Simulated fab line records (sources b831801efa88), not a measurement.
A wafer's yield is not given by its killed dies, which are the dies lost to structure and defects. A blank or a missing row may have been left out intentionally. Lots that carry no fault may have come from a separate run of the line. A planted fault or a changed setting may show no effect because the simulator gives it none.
Struck lot and sound lot, side by side | flow sky130 | 19 steps out of a route of 708
Sound: wafers L612.3, L612.5, L612.6. The struck wafers were L623.2, L623.3, L623.4. The cause is named last.
Per side, at each step with rows, come the tool, then ch with its chambers, and then its first start. Under that, the readings that differ: sound wafers | struck wafers | difference of the means | sigmas: that difference in standard deviations of wafers without a fault.
alike: a reading whose means differ by less than 2 such deviations, as well as words and numbers matching on both sides. not compared: withheld readings; readings where some wafer has no value; bounds like >300 that might hide an equal value; numbers whose values overlap and for which the record gives no deviation.
The two part at a step that has a row with sigmas, a row that says differs or no value, or rows on one side only. Numbers that have no deviation but don't overlap get no sigmas and don't part them. Lack of a reading on every wafer of one side parts them only where that side has two or more wafers.

first, 4 steps without rows for these wafers: SKY_LDD_N_IMPLANT_12; SKY_LDD_N_IMPLANT_13; SKY_LDD_N_IMPLANT_14; SKY_LDD_N_IMPLANT_15.
SKY_LDD_N_STRIP_16: strips in O2/N2.
  sound on plasma-asher-04 ch 0,1, day 21 20:13; struck on plasma-asher-04 ch 0,1, day 25 13:56
  alike: drypump-motor-current-A, oes-product-au, strip-time-to-endpoint-s
  not compared: rf-hours-counter-h
SKY_LDD_N_TW_MEAS_17:
  struck on film-metro-02, day 25 14:02; sound on film-metro-01, day 21 20:18
  alike: LDD_N_TW
then, 6 steps without rows for these wafers: SKY_LDD_P_DEHYDRATE_00 (time 60 s); SKY_LDD_P_HMDS_01 (prime time 60 s); SKY_LDD_P_COAT_02 (resist thk 1140 nm); SKY_LDD_P_SOFTBAKE_03 (time 60 s); SKY_LDD_P_EXPOSE_04 (exposes mask PSDM, target cd 380 nm); SKY_LDD_P_PEB_05.
SKY_LDD_P_DEVELOP_06: develop time 60 s.
  sound on litho-track-04 ch 0, day 23 01:59; struck on litho-track-02 ch 0, day 26 19:04
  alike: chill-plate-temp-C
SKY_LDD_P_OVL_MEAS_08:
  struck on overlay-01, day 26 19:19; sound on overlay-01, day 23 02:13
  alike: LDD_P_OVL
then, 1 step without rows for these wafers: SKY_LDD_P_IMPLANT_09.
SKY_LDD_P_STRIP_10: strips in O2/N2.
  sound on plasma-asher-04 ch 0,1, day 23 02:26; struck on plasma-asher-02 ch 0,1, day 26 19:30
  alike: drypump-motor-current-A, oes-product-au, strip-time-to-endpoint-s
  not compared: rf-hours-counter-h
SKY_LDD_P_TW_MEAS_11:
  struck on film-metro-01, day 26 19:39; sound on film-metro-03, day 23 02:31
  reading  | sound       | struck   | difference | sigmas
  LDD_P_TW | 627 627 625 | 29 30 30 | -597       | -60
then, 1 step without rows for these wafers: SKY_LDD_HVN_DEHYDRATE_00 (time 60 s).
SKY_PAD_OPEN_PROBE_99:
  rows exist in the record for the sound wafers here (prober-01, day 48 14:11), none for the struck ones

== WHERE THEY PART ==
Last at SKY_PAD_OPEN_PROBE_99 as far as this record goes, first at SKY_LDD_P_TW_MEAS_11.

WHY: what had been put in by the simulator
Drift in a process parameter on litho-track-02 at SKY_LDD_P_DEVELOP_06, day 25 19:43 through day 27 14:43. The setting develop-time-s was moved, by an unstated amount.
